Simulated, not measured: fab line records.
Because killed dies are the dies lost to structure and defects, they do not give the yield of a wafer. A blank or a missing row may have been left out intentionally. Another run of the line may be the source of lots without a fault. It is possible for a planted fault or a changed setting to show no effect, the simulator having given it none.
fab line records	flow sky130
record lots=7	wafers=21	last-day=49
route steps=708 shown POLY_GATE@222 PAD_OPEN@708
lots that met no fault: taken from a fault-free run of the same line
start-h: hours from the record's opening day to when the first of the lot's shown wafers began	wait-h: hours elapsed since this lot's preceding step	" repeats the value in the row above	L1.1+2: several wafers, shown together as one row	- no value, or no start given	* or withheld: withheld	< > ~ a bound
route shown NAME@n: a module of which the file shows steps, and the number in the route of the first	usual: average and standard deviation across the fault-free wafers	same: alike in all rows	chamber/n: place in a boat	sites: readings site by site	_std_site: how widely they spread, as a standard deviation	_edge_site: inner sites' mean taken away from outer sites' mean	radius-mm: for every site, how far away it sits from the centre of the wafer	mask NAME#n: copy n	behind: the tool/chamber that last shaped the wafer	hold: what put the lot on hold/how long, in hours/how the hold closed	device: which transistor (n, p or np) failed to switch	end of line: tests of these same wafers at the route's end	for a step that has no rows: nothing shown but its recipe	killed: count of dies lost to structure and defects at first sort (not the wafer's yield)	map: shows each die of a wafer: x if killed, . if not, _ if none is there
set.NAME: the run value of the setting; set.NAME@STEP: its run value at that earlier step	model.NAME: the simulator's own value behind a step, which no gauge read
lots at some steps of the route; a table a step, a row a wafer
services: a tool's chamber out of use, with start hour (start-h, from the record's first day; less than 0 if before it), hours out, and reason
## steps
# step SKY_POLY_GATE_COAT_08
# recipe resist=KrF-thick	spin-rpm=3000	resist-thk-nm=450
# step SKY_POLY_GATE_SOFTBAKE_09
# recipe temp-c=100	time-s=90	resist=KrF-thick
# step SKY_POLY_GATE_EXPOSE_10
# recipe mask-id=P1M	na=0.68	source-shape=conventional	sigma-outer=0.6	target-cd-nm=150	dose-mj=28
# step SKY_POLY_GATE_PEB_11
# recipe peb-temp-c=withheld	peb-time-s=withheld	resist=KrF-thick
# step SKY_POLY_GATE_DEVELOP_12
# recipe develop-time-s=60	resist=KrF-thick	dev-temp-c=21
# step SKY_POLY_GATE_CD_MEAS_13
# recipe target-cd-nm=150
# usual cd-nm=149.9/1.3
lot.wafer	tool	chamber	start-h	wait-h	cd-nm
L267.1	cd-sem-02	-	390.21	-	151.8
L267.4	"	-	"	"	151.4
L267.6	"	-	"	"	151.2
L274.2	cd-sem-02	-	446.70	-	148.9
L274.3	"	-	"	"	148.0
L274.6	"	-	"	"	148.5
L281.3	cd-sem-01	-	511.60	-	149.4
L281.4	"	-	"	"	149.0
L281.6	"	-	"	"	148.2
L282.1	cd-sem-01	-	514.13	-	150.5
L282.2	"	-	"	"	149.5
L282.4	"	-	"	"	150.3
L283.2	cd-sem-01	-	541.10	-	150.6
L283.3	"	-	"	"	149.8
L283.4	"	-	"	"	150.5
L284.3	cd-sem-02	-	543.14	-	147.4
L284.5	"	-	"	"	148.9
L284.6	"	-	"	"	147.5
L286.1	cd-sem-01	-	551.48	-	152.3
L286.3	"	-	"	"	151.1
L286.4	"	-	"	"	150.4
# step SKY_POLY_GATE_OVL_MEAS_14
# usual POLY_GATE_OVL=-1/6
lot.wafer	tool	chamber	start-h	wait-h	POLY_GATE_OVL[nm]
L267.1	overlay-02	-	390.33	0.1	4
L267.4	"	-	"	"	0
L267.6	"	-	"	"	5
L274.2	overlay-02	-	446.80	0.1	-11
L274.3	"	-	"	"	-9
L274.6	"	-	"	"	-11
L281.3	overlay-01	-	511.69	0.1	-4
L281.4	"	-	"	"	-8
L281.6	"	-	"	"	-10
L282.1	overlay-02	-	514.25	0.1	5
L282.2	"	-	"	"	4
L282.4	"	-	"	"	2
L283.2	overlay-01	-	541.20	0.1	9
L283.3	"	-	"	"	-2
L283.4	"	-	"	"	-3
L284.3	overlay-02	-	543.23	0.1	3
L284.5	"	-	"	"	-1
L284.6	"	-	"	"	-8
L286.1	overlay-01	-	551.60	0.1	6
L286.3	"	-	"	"	12
L286.4	"	-	"	"	10
# step SKY_POLY_GATE_ETCH_15
# recipe chemistry=N2/H2	target=BARC	ion-energy-ev=200	source-w=500	bias-w=100	pressure-mtorr=30	n2-flow-sccm=100	h2-flow-sccm=200	stop-on=SiO2	time-s=118.5	target-depth-a=1100
# usual drypump-motor-current-A=5.6/0.36	oes-product-au=0.718/0.0044	rf-fwd-power-W=497.0/1.9	throttle-valve-pct=13.212/0.0094
lot.wafer	tool	chamber	start-h	wait-h	drypump-motor-current-A	oes-product-au	rf-fwd-power-W	rf-hours-counter-h	throttle-valve-pct
L267.1	rie-diel-01	1	390.36	0.0	5.0	0.721	496.5	13	13.202
L267.4	"	0	"	"	6.0	0.724	494.1	0	13.200
L267.6	"	0	"	"	6.0	0.717	496.4	-	13.213
L274.2	rie-diel-02	0	446.83	0.0	5.8	0.716	494.3	66	13.214
L274.3	"	3	"	"	5.6	0.717	499.8	2	13.211
L274.6	"	1	"	"	5.0	0.721	497.9	-	13.207
L281.3	rie-diel-02	2	511.71	0.0	5.7	0.714	497.5	7	13.224
L281.4	"	3	"	"	5.6	0.714	499.2	4	13.212
L281.6	"	3	"	"	5.5	0.724	499.2	-	13.216
L282.1	rie-diel-01	0	514.28	0.0	6.0	0.718	493.8	3	13.209
L282.2	"	3	"	"	6.1	0.709	495.0	1	13.189
L282.4	"	1	"	"	5.0	0.715	496.4	16	13.205
L283.2	rie-diel-02	1	541.23	0.0	4.9	0.718	498.2	3	13.214
L283.3	"	2	"	"	5.7	0.713	498.3	8	13.211
L283.4	"	0	"	"	5.8	0.717	496.0	68	13.210
L284.3	rie-diel-01	3	543.26	0.0	6.1	0.718	495.0	2	13.211
L284.5	"	1	"	"	5.0	0.712	496.0	-	13.207
L284.6	"	3	"	"	6.1	0.711	496.6	-	13.201
L286.1	rie-diel-02	2	551.63	0.0	5.7	0.719	497.3	8	13.226
L286.3	"	0	"	"	5.7	0.720	494.3	68	13.235
L286.4	"	3	"	"	5.6	0.722	496.2	5	13.214
# step SKY_POLY_GATE_ETCH_16
# recipe stop-on=poly-Si	chemistry=CH3F/O2	target=Si3N4	source-w=400	bias-w=80	pressure-mtorr=25	ch3f-flow-sccm=40	O2_flow_sccm=30	time-s=147.5	target-depth-a=750
# usual drypump-motor-current-A=5.6/0.36	oes-product-au=0.640/0.0049	rf-fwd-power-W=398.0/1.2	throttle-valve-pct=10.535/0.0087
lot.wafer	tool	chamber	start-h	wait-h	drypump-motor-current-A	oes-product-au	rf-fwd-power-W	rf-hours-counter-h	throttle-valve-pct
L267.1	rie-diel-01	1	390.44	0.0	5.0	0.638	397.8	13	10.535
L267.4	"	0	"	"	6.0	0.642	398.5	0	10.549
L267.6	"	0	"	"	6.0	0.644	396.0	-	10.538
L274.2	rie-diel-02	0	446.92	0.0	5.7	0.641	397.6	66	10.530
L274.3	"	3	"	"	5.5	0.643	398.7	2	10.528
L274.6	"	1	"	"	4.9	0.630	396.7	-	10.538
L281.3	rie-diel-02	2	511.79	0.0	5.7	0.641	398.0	8	10.525
L281.4	"	3	"	"	5.5	0.638	398.2	4	10.541
L281.6	"	3	"	"	5.5	0.638	397.9	-	10.518
L282.1	rie-diel-01	0	514.37	0.0	6.0	0.645	398.2	3	10.533
L282.2	"	3	"	"	6.1	0.646	398.9	1	10.544
L282.4	"	1	"	"	5.0	0.644	397.4	16	10.525
L283.2	rie-diel-02	1	541.32	0.0	5.0	0.640	400.0	3	10.539
L283.3	"	2	"	"	5.7	0.645	400.3	8	10.541
L283.4	"	0	"	"	5.7	0.650	395.9	68	10.524
L284.3	rie-diel-01	3	543.34	0.0	6.1	0.643	396.4	2	10.540
L284.5	"	1	"	"	5.0	0.646	397.8	-	10.536
L284.6	"	3	"	"	6.1	0.647	396.7	-	10.528
L286.1	rie-diel-02	2	551.71	0.0	5.7	0.641	400.6	8	10.535
L286.3	"	0	"	"	5.7	0.636	397.3	68	10.529
L286.4	"	3	"	"	5.5	0.642	399.1	5	10.526
# step SKY_POLY_GATE_ETCH_17
# recipe target-depth-nm=180	stop-on=SiO2	over-etch-frac=0.56667	chemistry=HBr/Cl2	target=poly-Si	icp-w=400	bias-w=100	pressure-mtorr=10	HBr_flow_sccm=150	Cl2_flow_sccm=50	time-s=70.5
# usual drypump-motor-current-A=5.5/0.62	oes-product-au=0.988/0.0062	rf-fwd-power-W=397.0/1.4	throttle-valve-pct=33.684/0.0096
lot.wafer	tool	chamber	start-h	wait-h	drypump-motor-current-A	oes-product-au	rf-fwd-power-W	rf-hours-counter-h	throttle-valve-pct
L267.1	rie-si-02	3	390.54	0.0	4.9	0.994	398.4	5	33.697
L267.4	"	0	"	"	5.4	0.992	399.6	37	33.694
L267.6	"	2	"	"	5.0	0.987	396.9	-	33.668
L274.2	rie-si-02	1	447.01	0.0	5.2	0.993	393.4	3	33.682
L274.3	"	0	"	"	5.4	0.982	397.0	38	33.681
L274.6	"	1	"	"	5.2	0.985	395.5	-	33.695
L281.3	rie-si-02	2	511.89	0.0	5.0	0.977	396.4	33	33.676
L281.4	"	1	"	"	5.2	0.985	396.5	3	33.690
L281.6	"	3	"	"	4.9	0.984	396.2	-	33.688
L282.1	rie-si-01	2	514.46	0.0	5.1	0.998	395.5	0	33.688
L282.2	"	0	"	"	6.4	0.996	399.3	0	33.690
L282.4	"	3	"	"	5.4	0.986	396.0	3	33.672
L283.2	rie-si-02	3	541.41	0.0	4.9	0.991	398.1	5	33.678
L283.3	"	0	"	"	5.4	0.981	398.3	38	33.676
L283.4	"	2	"	"	5.0	0.987	396.7	34	33.688
L284.3	rie-si-01	3	543.44	0.0	5.4	0.983	394.6	3	33.658
L284.5	"	3	"	"	5.4	0.986	395.0	-	33.682
L284.6	"	2	"	"	5.1	0.977	397.5	-	33.670
L286.1	rie-si-02	3	551.81	0.0	4.9	0.986	397.9	6	33.680
L286.3	"	1	"	"	5.2	0.992	394.9	4	33.685
L286.4	"	0	"	"	5.4	0.987	395.3	38	33.677
# step SKY_POLY_GATE_STRIP_18
# recipe chemistry=O2/N2	power-w=1400	pressure-mtorr=1500	platen-temp-c=withheld	o2-flow-sccm=3000	n2-flow-sccm=300	overash-fraction=0.5
# usual drypump-motor-current-A=5.7/0.56	oes-product-au=0.361/0.0048	strip-time-to-endpoint-s=3.18/0.033
lot.wafer	tool	chamber	start-h	wait-h	drypump-motor-current-A	oes-product-au	rf-hours-counter-h	strip-time-to-endpoint-s
L267.1	plasma-asher-02	1	390.60	0.0	5.1	0.364	71	3.21
L267.4	"	1	"	"	5.1	0.367	-	3.22
L267.6	"	1	"	"	5.1	0.367	-	3.21
L274.2	plasma-asher-02	1	447.07	0.0	5.1	0.364	1	3.21
L274.3	"	1	"	"	5.1	0.368	-	3.26
L274.6	"	0	"	"	6.0	0.370	-	3.22
L281.3	plasma-asher-02	1	511.98	0.1	5.1	0.353	-	3.13
L281.4	"	0	"	"	6.0	0.356	-	3.17
L281.6	"	1	"	"	5.1	0.358	-	3.16
L282.1	plasma-asher-01	1	514.52	0.0	6.6	0.364	81	3.18
L282.2	"	0	"	"	5.3	0.365	81	3.19
L282.4	"	0	"	"	5.3	0.354	-	3.20
L283.2	plasma-asher-02	1	541.47	0.0	5.1	0.365	11	3.21
L283.3	"	1	"	"	5.2	0.354	-	3.19
L283.4	"	0	"	"	6.1	0.355	-	3.21
L284.3	plasma-asher-01	0	543.53	0.1	5.3	0.360	-	3.18
L284.5	"	0	"	"	5.3	0.360	-	3.18
L284.6	"	1	"	"	6.5	0.363	-	3.16
L286.1	plasma-asher-01	0	551.87	0.0	5.3	0.363	85	3.17
L286.3	"	1	"	"	6.6	0.359	-	3.17
L286.4	"	0	"	"	5.3	0.365	-	3.20
# step SKY_POLY_GATE_CLEAN_19
# recipe chemistry=SC1/SC2	mix=1:4:20	temp-c=70	time-s=150	dry=n2-spin
# step SKY_POLY_GATE_OXIDATION_20
# recipe temp-c=850	ambient=O2	stabilise-s=600	purge-s=300	target-thk-a=40	ox-time-s=899
# usual spike-tc-centre-C=850.7/1.2	spike-tc-lower-C=850.5/1.1	spike-tc-top-C=862.1/1.6	spike-tc-upper-C=850.4/1.1	tube-center-temp-C=850/0.07	tube_center_temp_C_max=852.2/0.34
lot.wafer	tool	chamber	start-h	wait-h	spike-tc-centre-C	spike-tc-lower-C	spike-tc-top-C	spike-tc-upper-C	tube-center-temp-C	tube_center_temp_C_max	model.SiO2_of_POLY_GATE_OXIDATION_20.thk-nm
L267.1	furnace-01	0	393.09	2.3	851.4	849.6	864.1	851.7	849.9	851.8	3.941
L267.4	"	0	"	"	851.9	849.2	863.2	851.1	850.01	851.9	3.903
L267.6	"	0	"	"	851.2	851.9	864.2	850.6	849.98	851.9	3.904
L274.2	furnace-02	0	447.22	0.0	852.4	850.4	860.8	849.6	849.97	852.1	4.004
L274.3	"	0	"	"	852.4	849.7	860.5	850.0	849.97	852.4	4.015
L274.6	"	0	"	"	850.2	851.3	860.2	850.0	850.07	852.2	3.997
L281.3	furnace-01	0	512.10	0.0	863.3	862.8	874.8	860.1	861.88	864.0	4.549
L281.4	"	0	"	"	863.1	863.6	874.8	862.2	861.81	863.6	4.567
L281.6	"	0	"	"	864.5	860.4	875.1	861.6	861.89	863.8	4.634
L282.1	furnace-01	0	514.67	0.0	863.5	861.0	874.6	863.1	861.94	864.2	4.541
L282.2	"	0	"	"	862.3	861.6	875.1	862.2	861.88	864.0	4.507
L282.4	"	0	"	"	862.3	860.6	873.9	862.6	861.83	864.3	4.539
L283.2	furnace-01	0	541.62	0.0	862.4	861.0	874.2	861.8	861.86	864.0	4.588
L283.3	"	0	"	"	861.4	862.3	876.0	863.4	861.85	864.3	4.617
L283.4	"	0	"	"	864.5	862.2	875.5	860.9	861.81	863.7	4.599
L284.3	furnace-02	0	544.34	0.7	848.9	851.4	860.0	849.3	850	851.9	4.1
L284.5	"	0	"	"	850.3	849.6	859.1	850.0	849.96	852.4	4.044
L284.6	"	0	"	"	849.3	851.7	859.3	850.6	849.97	851.8	4.054
L286.1	furnace-02	0	552.02	0.0	850.8	851.9	861.1	850.0	850.01	852.2	3.985
L286.3	"	0	"	"	849.1	851.4	858.5	849.7	850.15	851.8	3.969
L286.4	"	0	"	"	849.4	850.0	860.6	851.4	850.01	852.3	3.949
# step SKY_POLY_GATE_THK_MEAS_21
# recipe reads=SiO2_of_POLY_GATE_OXIDATION_20
# usual POLY_GATE_OXIDATION_THK=3.97/0.077
lot.wafer	tool	chamber	start-h	wait-h	POLY_GATE_OXIDATION_THK[nm]
L267.1	film-metro-03	-	394.34	0.0	3.93
L267.4	"	-	"	"	3.91
L267.6	"	-	"	"	3.91
L274.2	film-metro-03	-	448.48	0.0	3.98
L274.3	"	-	"	"	4.00
L274.6	"	-	"	"	3.99
L281.3	film-metro-04	-	513.37	0.0	4.56
L281.4	"	-	"	"	4.61
L281.6	"	-	"	"	4.61
L282.1	film-metro-04	-	515.92	0.0	4.60
L282.2	"	-	"	"	4.50
L282.4	"	-	"	"	4.57
L283.2	film-metro-02	-	542.88	0.0	4.62
L283.3	"	-	"	"	4.63
L283.4	"	-	"	"	4.61
L284.3	film-metro-02	-	545.60	0.0	4.12
L284.5	"	-	"	"	4.06
L284.6	"	-	"	"	4.08
L286.1	film-metro-04	-	553.27	0.0	4.05
L286.3	"	-	"	"	3.91
L286.4	"	-	"	"	3.90
# step SKY_POLY_GATE_CD_MEAS_22
# usual cd-nm=149.7/1.8
lot.wafer	tool	chamber	start-h	wait-h	cd-nm
L267.1	cd-sem-01	-	394.40	0.1	152.5
L267.4	"	-	"	"	149.8
L267.6	"	-	"	"	151.3
L274.2	cd-sem-02	-	448.56	0.1	149.7
L274.3	"	-	"	"	147.7
L274.6	"	-	"	"	150.1
L281.3	cd-sem-01	-	513.46	0.1	149.0
L281.4	"	-	"	"	148.6
L281.6	"	-	"	"	145.9
L282.1	cd-sem-02	-	515.98	0.1	149.3
L282.2	"	-	"	"	147.8
L282.4	"	-	"	"	148.0
L283.2	cd-sem-02	-	542.96	0.1	150.4
L283.3	"	-	"	"	150.2
L283.4	"	-	"	"	150.5
L284.3	cd-sem-01	-	545.70	0.1	149.2
L284.5	"	-	"	"	149.7
L284.6	"	-	"	"	149.0
L286.1	cd-sem-02	-	553.36	0.1	154.0
L286.3	"	-	"	"	152.1
L286.4	"	-	"	"	149.7
# step SKY_PAD_OPEN_PROBE_99
# usual killed_at_M0_to_M3=43/7.2	killed_at_M4_up=3.3/1.8	killed-at-contacts=23/5.5	killed-at-front-end=16/5.1	killed-at-other=0.4/0.65	killed-dies=85/10	killed-open=46/7.1	killed-short=38/7.2
# same gross-dies=492	killed-at-back-side=0
lot.wafer	tool	chamber	start-h	wait-h	killed_at_M0_to_M3	killed_at_M4_up	killed-at-contacts	killed-at-front-end	killed-at-other	killed-dies	killed-open	killed-short	model.etest.tip-sonos.rs-ohm-sq	model.etest.tip-n.rs-ohm-sq
L267.1	prober-02	-	1108.11	0.1	40	3	33	23	0	99	54	45	2627	435.7
L267.4	prober-02	-	1108.26	0.2	53	3	33	16	1	106	63	43	2688	435.7
L267.6	prober-02	-	1108.36	0.2	37	2	31	14	0	84	47	37	2689	439.6
L274.2	prober-02	-	1123.03	0.1	44	4	28	14	0	90	49	39	2600	441.3
L274.3	prober-02	-	1123.08	0.2	41	3	17	25	1	87	42	41	2575	437.1
L274.6	prober-02	-	1123.23	0.2	63	6	27	16	0	112	52	59	2633	441.2
L281.3	prober-01	-	1165.63	0.2	44	5	27	8	0	84	56	28	2743	457.3
L281.4	prober-01	-	1165.68	0.2	38	5	18	7	1	69	43	25	2782	452.9
L281.6	prober-01	-	1165.78	0.2	54	1	25	10	0	90	54	35	2734	458.5
L282.1	prober-02	-	1166.40	0.1	45	3	19	15	0	82	42	40	2698	450.2
L282.2	prober-02	-	1166.45	0.1	40	4	20	13	0	77	38	39	2782	452
L282.4	prober-02	-	1166.55	0.2	34	5	19	8	0	66	41	25	2768	449.2
L283.2	prober-01	-	1179.62	0.1	44	4	23	18	0	89	53	36	2763	446.6
L283.3	prober-01	-	1179.67	0.2	46	0	17	15	1	79	39	40	2735	448.5
L283.4	prober-01	-	1179.72	0.2	41	4	26	19	0	90	54	36	2755	447.8
L284.3	prober-02	-	1183.15	0.2	49	3	23	12	0	87	47	39	2722	444
L284.5	prober-02	-	1183.25	0.2	39	5	20	13	0	77	40	37	2788	443.6
L284.6	prober-02	-	1183.30	0.2	39	2	15	9	0	65	39	26	2692	442.9
L286.1	prober-01	-	1187.45	0.1	36	9	25	20	0	90	41	48	2684	443.6
L286.3	prober-01	-	1187.55	0.2	47	2	24	14	0	87	38	49	2691	436.2
L286.4	prober-01	-	1187.60	0.2	38	4	15	13	0	70	40	30	2699	442
# killed by level:class
L267.1 LI_CONTACT:geometric-particle:open=14 VIA1:geometric-particle:open=10 FIELD_ISO:geometric-particle:open=7 POLY_GATE:geometric-particle:short=7 VIA3:geometric-particle:open=7 METAL1:geometric-particle:short=6 FIELD_ISO:geometric-particle:short=5 CONTACT:geometric-particle:open=5
L267.4 CONTACT:geometric-particle:open=12 VIA1:geometric-particle:open=12 LI_CONTACT:geometric-particle:open=10 METAL2:geometric-particle:short=7 VIA3:geometric-particle:open=7 VIA2:geometric-particle:open=6 VIA3:geometric-particle:short=5 POLY_GATE:geometric-particle:short=4
L267.6 CONTACT:geometric-particle:open=10 VIA1:geometric-particle:open=9 LI_CONTACT:geometric-particle:open=8 FIELD_ISO:geometric-particle:open=7 LI_CONTACT:geometric-particle:short=6 FIELD_ISO:geometric-particle:short=5 LOCAL_INTERCONNECT:geometric-particle:short=5 METAL2:geometric-particle:short=5
L274.2 VIA1:geometric-particle:open=11 VIA2:geometric-particle:open=9 CONTACT:geometric-particle:open=9 METAL2:geometric-particle:short=9 LI_CONTACT:geometric-particle:open=8 POLY_GATE:geometric-particle:short=6 LOCAL_INTERCONNECT:geometric-particle:short=4 CONTACT:geometric-particle:short=4
L274.3 CONTACT:geometric-particle:open=10 METAL2:geometric-particle:short=8 VIA1:geometric-particle:short=6 VIA1:geometric-particle:open=6 FIELD_ISO:geometric-particle:short=5 VIA3:geometric-particle:open=5 FIELD_ISO:geometric-particle:open=4 POLY_GATE:geometric-particle:short=4
L274.6 LI_CONTACT:geometric-particle:open=12 VIA3:geometric-particle:open=11 METAL1:geometric-particle:short=9 METAL2:geometric-particle:short=8 VIA1:geometric-particle:open=7 CONTACT:geometric-particle:short=7 VIA2:geometric-particle:open=7 VIA3:geometric-particle:short=5
L281.3 CONTACT:geometric-particle:open=13 VIA2:geometric-particle:open=10 VIA1:geometric-particle:open=9 VIA1:geometric-particle:short=7 LI_CONTACT:geometric-particle:open=4 CONTACT:geometric-particle:short=4 VIA3:geometric-particle:open=4 POLY_GATE:geometric-particle:open=3
L281.4 VIA1:geometric-particle:open=10 CONTACT:geometric-particle:open=7 VIA2:geometric-particle:open=5 VIA1:geometric-particle:short=4 METAL2:geometric-particle:open=4 VIA3:geometric-particle:open=4 POLY_GATE:geometric-particle:open=3 LI_CONTACT:geometric-particle:open=3
L281.6 VIA1:geometric-particle:open=18 CONTACT:geometric-particle:open=8 VIA3:geometric-particle:open=8 CONTACT:geometric-particle:short=6 VIA2:geometric-particle:open=6 METAL2:geometric-particle:short=6 LI_CONTACT:geometric-particle:open=5 METAL1:geometric-particle:short=4
L282.1 VIA1:geometric-particle:open=8 VIA2:geometric-particle:open=7 CONTACT:geometric-particle:open=7 VIA1:geometric-particle:short=7 VIA3:geometric-particle:short=5 FIELD_ISO:geometric-particle:short=4 POLY_GATE:geometric-particle:open=4 LI_CONTACT:geometric-particle:open=4
L282.2 FIELD_ISO:geometric-particle:open=8 VIA1:geometric-particle:open=8 LOCAL_INTERCONNECT:geometric-particle:short=7 VIA3:geometric-particle:open=7 METAL1:geometric-particle:short=6 VIA1:geometric-particle:short=6 LI_CONTACT:geometric-particle:open=5 CONTACT:geometric-particle:short=5
L282.4 CONTACT:geometric-particle:open=8 VIA3:geometric-particle:open=7 VIA1:geometric-particle:open=7 LI_CONTACT:geometric-particle:short=4 VIA2:geometric-particle:open=4 METAL1:geometric-particle:short=4 FIELD_ISO:geometric-particle:open=3 LI_CONTACT:geometric-particle:open=3
L283.2 VIA1:geometric-particle:open=13 CONTACT:geometric-particle:open=10 LI_CONTACT:geometric-particle:open=9 VIA2:geometric-particle:open=7 METAL1:geometric-particle:short=6 FIELD_ISO:geometric-particle:open=5 VIA1:geometric-particle:short=5 VIA3:geometric-particle:open=5
L283.3 VIA1:geometric-particle:open=11 POLY_GATE:geometric-particle:short=6 LI_CONTACT:geometric-particle:open=6 METAL2:geometric-particle:short=6 FIELD_ISO:geometric-particle:open=5 VIA2:geometric-particle:open=5 VIA1:geometric-particle:short=5 VIA3:geometric-particle:open=5
L283.4 LI_CONTACT:geometric-particle:open=10 VIA3:geometric-particle:open=10 POLY_GATE:geometric-particle:short=8 CONTACT:geometric-particle:open=8 VIA1:geometric-particle:open=8 VIA2:geometric-particle:open=6 FIELD_ISO:geometric-particle:open=5 LOCAL_INTERCONNECT:geometric-particle:short=4
L284.3 VIA1:geometric-particle:open=19 METAL1:geometric-particle:short=9 CONTACT:geometric-particle:short=9 VIA3:geometric-particle:open=7 LI_CONTACT:geometric-particle:open=5 CONTACT:geometric-particle:open=5 FIELD_ISO:geometric-particle:short=4 POLY_GATE:geometric-particle:open=4
L284.5 VIA1:geometric-particle:open=11 CONTACT:geometric-particle:open=6 METAL1:geometric-particle:short=6 VIA2:geometric-particle:open=6 POLY_GATE:geometric-particle:short=5 LI_CONTACT:geometric-particle:open=5 CONTACT:geometric-particle:short=5 VIA3:geometric-particle:short=4
L284.6 VIA1:geometric-particle:open=10 VIA2:geometric-particle:open=8 VIA3:geometric-particle:open=8 CONTACT:geometric-particle:open=5 POLY_GATE:geometric-particle:short=4 CONTACT:geometric-particle:short=4 METAL1:geometric-particle:short=4 VIA1:geometric-particle:short=4
L286.1 CONTACT:geometric-particle:open=9 VIA3:geometric-particle:open=8 METAL4:geometric-particle:short=8 POLY_GATE:geometric-particle:short=6 CONTACT:geometric-particle:short=5 LOCAL_INTERCONNECT:geometric-particle:short=4 POLY_GATE:geometric-particle:open=4 METAL3:geometric-particle:short=4
L286.3 CONTACT:geometric-particle:open=9 VIA1:geometric-particle:open=9 POLY_GATE:geometric-particle:short=7 METAL1:geometric-particle:short=7 VIA1:geometric-particle:short=6 VIA3:geometric-particle:open=6 LOCAL_INTERCONNECT:geometric-particle:short=5 METAL3:geometric-particle:short=5
L286.4 VIA1:geometric-particle:open=10 LI_CONTACT:geometric-particle:open=5 VIA3:geometric-particle:open=5 VIA1:geometric-particle:short=5 VIA2:geometric-particle:open=5 VIA3:geometric-particle:short=5 POLY_GATE:geometric-particle:open=4 CONTACT:geometric-particle:open=3
## services
tool	chamber	start-h	hours	kind
rie-diel-02	3	371.19	2.0	repair
rie-si-01	-	375.32	9.7	repair
rie-diel-01	3	378.15	5.2	repair
furnace-02	-	382.06	1.8	pm
furnace-01	-	399.95	3.3	pm
rie-diel-02	-	404.42	1.4	repair
rie-si-01	3	406.66	17.6	repair
plasma-asher-01	-	418.07	4.5	repair
rie-si-02	-	419.56	2.9	repair
furnace-02	-	420.76	4.1	pm
plasma-asher-02	-	421.31	9.0	pm
rie-diel-02	2	429.92	5.2	repair
rie-diel-01	2	430.80	4.1	repair
rie-diel-01	-	433.70	3.4	repair
rie-diel-01	-	448.94	17.9	repair
rie-diel-01	2	449.12	7.8	repair
furnace-02	-	457.63	2.5	pm
plasma-asher-02	-	464.99	0.5	repair
rie-si-02	-	467.60	15.6	pm
rie-si-01	1	469.88	18.3	repair
rie-diel-02	1	488.44	10.0	repair
rie-diel-01	-	522.08	0.5	repair
rie-diel-01	0	539.95	9.0	repair
rie-si-02	1	543.27	4.2	repair
## key
first-sign step=SKY_POLY_GATE_OXIDATION_20	reading=tube-center-temp-C	direction=up	sigmas=99+	usual=*	struck=*
effect step=SKY_POLY_GATE_OXIDATION_20	reading=tube_center_temp_C_max	direction=up	sigmas=35	usual=*	struck=*
effect step=SKY_POLY_GATE_THK_MEAS_21	reading=POLY_GATE_OXIDATION_THK	direction=up	sigmas=8	usual=3.97	struck=4.59
model-effect step=SKY_POLY_GATE_OXIDATION_20	value=SiO2_of_POLY_GATE_OXIDATION_20.thk-nm	without=3.933	struck=4.571
model-effect step=SKY_PAD_OPEN_PROBE_99	value=etest.tip-sonos.rs-ohm-sq	without=2643	struck=2751
met-at SKY_POLY_GATE_OXIDATION_20
struck-wafers L281.3,L281.4,L281.6,L282.1,L282.2,L282.4,L283.2,L283.3,L283.4
tester-left-out L281,L282,L283
onset-between 393.09 512.10
fault kind=process-parameter-drift	tool=furnace-01	chamber=-	onset-h=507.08	steps=SKY_POLY_GATE_OXIDATION_20	channel=temp-c	offset=*	shape=step	end-h=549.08	acts-in=*	stated=*
# tester-left-out: of these lots the tester's yield and bins aren't shown, on N5 and GAA mostly nor the transistor test; their killed dies are dies lost to structure and defects alone, not to doping, threshold or leakage, so they don't give the yield
